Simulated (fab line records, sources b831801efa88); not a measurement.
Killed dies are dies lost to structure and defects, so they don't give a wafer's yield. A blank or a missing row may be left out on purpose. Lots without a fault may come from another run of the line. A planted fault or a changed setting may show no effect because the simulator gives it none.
Which tool did it? | flow sky130 | 13 lots, 36 wafers sampled, at 5 steps of a route of 708

WHAT THE GAUGES READ, wafer by wafer
SKY_GATE_OXIDE_TW_MEAS_14. Usual: GATE_OXIDE_TW 224.5, standard deviation 1.2.
lot  | measured     | on            | GATE_OXIDE_TW     | flag
L341 | day 13 23:13 | film_metro-02 | 222.6 223.5 222.4 |
L342 | day 14 09:41 | film_metro-02 | 222.1 222.3 223.0 |
L345 | day 15 18:31 | film_metro-03 | 226.3 224.8 226.6 |
L346 | day 15 22:58 | film_metro-03 | 225.6 225.8 226.4 |
L349 | day 17 00:37 | film_metro-03 | 224.9 224.8       |
L350 | day 17 07:08 | film_metro-02 | 221.9 222.4       |
L352 | day 18 00:57 | film_metro-01 | 223.3 225.0       |
L356 | day 19 10:13 | film_metro-02 | 224.2 224.1 222.9 |
L358 | day 20 09:10 | film_metro-01 | 224.5 226.2 224.6 |
L359 | day 20 16:30 | film_metro-03 | 226.7 226.2 225.6 |
L360 | day 20 21:21 | film_metro-01 | 224.8 225.4 224.1 |
L361 | day 21 06:19 | film_metro-02 | 223.2 225.0 223.7 |
L362 | day 21 11:38 | film_metro-03 | 223.7 224.7 225.6 |

SKY_POLY_GATE_CD_MEAS_22. Usual: cd_nm 150.2 nm, standard deviation 2.8.
lot  | measured     | on        | cd_nm (nm)        | flag
L341 | day 16 18:54 | cd_sem-01 | 152.2 151.3 145.2 |
L342 | day 17 03:04 | cd_sem-01 | 152.1 152.0 148.9 |
L345 | day 18 13:47 | cd_sem-01 | 150.8 149.9 151.5 |
L346 | day 18 18:28 | cd_sem-01 | 149.5 149.1 150.0 |
L349 | day 19 19:38 | cd_sem-02 | 148.9 150.1       |
L350 | day 20 03:05 | cd_sem-01 | 150.9 151.9       |
L352 | day 20 22:50 | cd_sem-01 | 152.3 153.3       |
L356 | day 22 08:09 | cd_sem-02 | 149.2 148.8 150.2 |
L358 | day 23 04:50 | cd_sem-02 | 148.5 151.7 150.7 |
L359 | day 23 10:34 | cd_sem-01 | 147.0 144.4 147.5 |
L360 | day 23 17:04 | cd_sem-01 | 147.1 153.0 155.7 |
L361 | day 24 03:07 | cd_sem-02 | 148.5 146.3 146.1 |
L362 | day 24 05:25 | cd_sem-02 | 155.5 150.7 152.5 |

SKY_LDD_P_CD_MEAS_07: target cd 380 nm. Usual: cd_nm 379.7 nm, standard deviation 2.3.
lot  | measured     | on        | cd_nm (nm)        | flag
L341 | day 19 06:50 | cd_sem-01 | 379.7 380.8 380.7 |
L342 | day 19 15:43 | cd_sem-02 | 378.3 380.1 379.2 |
L345 | day 21 04:38 | cd_sem-02 | 382.2 380.8 379.1 |
L346 | day 21 09:20 | cd_sem-02 | 377.3 377.5 376.2 |
L349 | day 22 09:30 | cd_sem-02 | 424.7 422.6       | OFF
L350 | day 22 17:07 | cd_sem-02 | 381.0 422.4       | OFF
L352 | day 23 11:57 | cd_sem-02 | 424.9 424.3       | OFF
L356 | day 24 21:29 | cd_sem-01 | 379.5 378.5 379.4 |
L358 | day 25 16:13 | cd_sem-01 | 378.7 377.4 375.4 |
L359 | day 25 22:05 | cd_sem-02 | 380.5 376.6 379.8 |
L360 | day 26 03:49 | cd_sem-02 | 378.3 380.5 380.1 |
L361 | day 26 14:42 | cd_sem-02 | 381.9 379.5 380.6 |
L362 | day 26 17:26 | cd_sem-02 | 375.7 374.0 375.4 |

WHICH TOOL RAN EACH LOT (tool, then ch and the chambers of the sampled wafers, then the start)
lot  | SKY_SONOS_ONO_ETCH_15              | SKY_LDD_P_DEVELOP_06
L341 | rie_diel-01 ch 0,1, day 12 19:52   | litho_track-03 ch 0, day 19 06:41
L342 | rie_diel-03 ch 0,3, day 13 04:46   | litho_track-03 ch 0, day 19 15:34
L345 | rie_diel-02 ch 2,3, day 14 12:04   | litho_track-01 ch 0, day 21 04:29
L346 | rie_diel-01 ch 1,2,3, day 14 16:58 | litho_track-02 ch 0, day 21 09:11
L349 | rie_diel-03 ch 0,1, day 15 15:52   | litho_track-02 ch 0, day 22 09:22
L350 | rie_diel-03 ch 1,2, day 15 23:40   | litho_track-02 ch 0, day 22 16:59
L352 | rie_diel-01 ch 0,3, day 16 16:04   | litho_track-02 ch 0, day 23 11:49
L356 | rie_diel-03 ch 0,2,3, day 18 01:07 | litho_track-03 ch 0, day 24 21:20
L358 | rie_diel-02 ch 2,3, day 18 22:04   | litho_track-02 ch 0, day 25 16:05
L359 | rie_diel-02 ch 0,2,3, day 19 07:13 | litho_track-02 ch 0, day 25 21:56
L360 | rie_diel-03 ch 0,2,3, day 19 11:01 | litho_track-03 ch 0, day 26 03:40
L361 | rie_diel-02 ch 0,1, day 19 19:46   | litho_track-01 ch 0, day 26 14:34
L362 | rie_diel-01 ch 0,1, day 20 02:55   | litho_track-03 ch 0, day 26 17:17
- SKY_SONOS_ONO_ETCH_15: etches the open film in CHF3/O2, target depth 19.52 nm, time 7.8 s.
- SKY_LDD_P_DEVELOP_06: develop time 60 s.

WHAT THE TOOLS THEMSELVES READ (means of the sampled wafers that have a number; where no wafer has one, the mark that the record gives instead)
SKY_SONOS_ONO_ETCH_15. Usual: O2_flow_sccm 5.001 sccm, standard deviation 0.015; drypump_motor_current_A 5.8 A, standard deviation 0.35; oes_product_au 0.997 a.u., standard deviation 0.013; throttle_valve_pct 8.824 %, standard deviation 0.0099.
lot  | tool        | O2_flow_sccm (sccm) | drypump_motor_current_A (A) | oes_product_au (a.u.) | throttle_valve_pct (%) | flag
L341 | rie_diel-01 | 4.995               | 6.2                         | 1.011                 | 8.832                  |
L342 | rie_diel-03 | 4.991               | 6.1                         | 0.993                 | 8.827                  |
L345 | rie_diel-02 | 5.012               | 5.8                         | 0.987                 | 8.817                  |
L346 | rie_diel-01 | 5.007               | 5.9                         | 0.984                 | 8.821                  |
L349 | rie_diel-03 | 5.010               | 5.8                         | 1.004                 | 8.823                  |
L350 | rie_diel-03 | 5.000               | 5.4                         | 0.996                 | 8.828                  |
L352 | rie_diel-01 | 5.014               | 5.8                         | 1.000                 | 8.830                  |
L356 | rie_diel-03 | 4.988               | 5.8                         | 0.991                 | 8.821                  |
L358 | rie_diel-02 | 5.001               | 5.7                         | 1.003                 | 8.830                  |
L359 | rie_diel-02 | 5.001               | 5.5                         | 0.996                 | 8.807                  |
L360 | rie_diel-03 | 5.001               | 5.8                         | 0.988                 | 8.819                  |
L361 | rie_diel-02 | 5.009               | 5.3                         | 0.997                 | 8.821                  |
L362 | rie_diel-01 | 5.006               | 6.2                         | 1.002                 | 8.829                  |

SKY_LDD_P_DEVELOP_06. Usual: developer_temp_C 23.00 C, standard deviation 0.11.
lot  | tool           | developer_temp_C (C) | flag
L341 | litho_track-03 | 22.99                |
L342 | litho_track-03 | 23.00                |
L345 | litho_track-01 | 23.02                |
L346 | litho_track-02 | 22.83                |
L349 | litho_track-02 | 22.99                |
L350 | litho_track-02 | 22.91                |
L352 | litho_track-02 | 23.03                |
L356 | litho_track-03 | 22.93                |
L358 | litho_track-02 | 22.95                |
L359 | litho_track-02 | 23.15                |
L360 | litho_track-03 | 23.05                |
L361 | litho_track-01 | 23.07                |
L362 | litho_track-03 | 23.05                |

THE ANSWER, worked out from the rows above alone
Rule: a lot is off if the mean of its wafers that have a number lies more than 3 standard deviations from the usual mean. A lot without any number at a reading at which 4 lots or more have one is off too. The other lots that the step has rows for count as sound. The gauges are gone through in route order, then the tools' own readings, and for those a lot's mean is taken as printed above. The first step at which some lot is off is used, and at that step the reading that is off furthest; a lot without a number counts as furthest.
Off: L349, L350, L352, at SKY_LDD_P_CD_MEAS_07 (cd_nm).
A tool fits if, at a process step before that reading, it ran every lot that is off, and no sound lot after the first of them. The gauges at SKY_LDD_P_CD_MEAS_07 are tried like those tools. None of those tried fits.

WHAT THE SIMULATOR HAD PUT IN
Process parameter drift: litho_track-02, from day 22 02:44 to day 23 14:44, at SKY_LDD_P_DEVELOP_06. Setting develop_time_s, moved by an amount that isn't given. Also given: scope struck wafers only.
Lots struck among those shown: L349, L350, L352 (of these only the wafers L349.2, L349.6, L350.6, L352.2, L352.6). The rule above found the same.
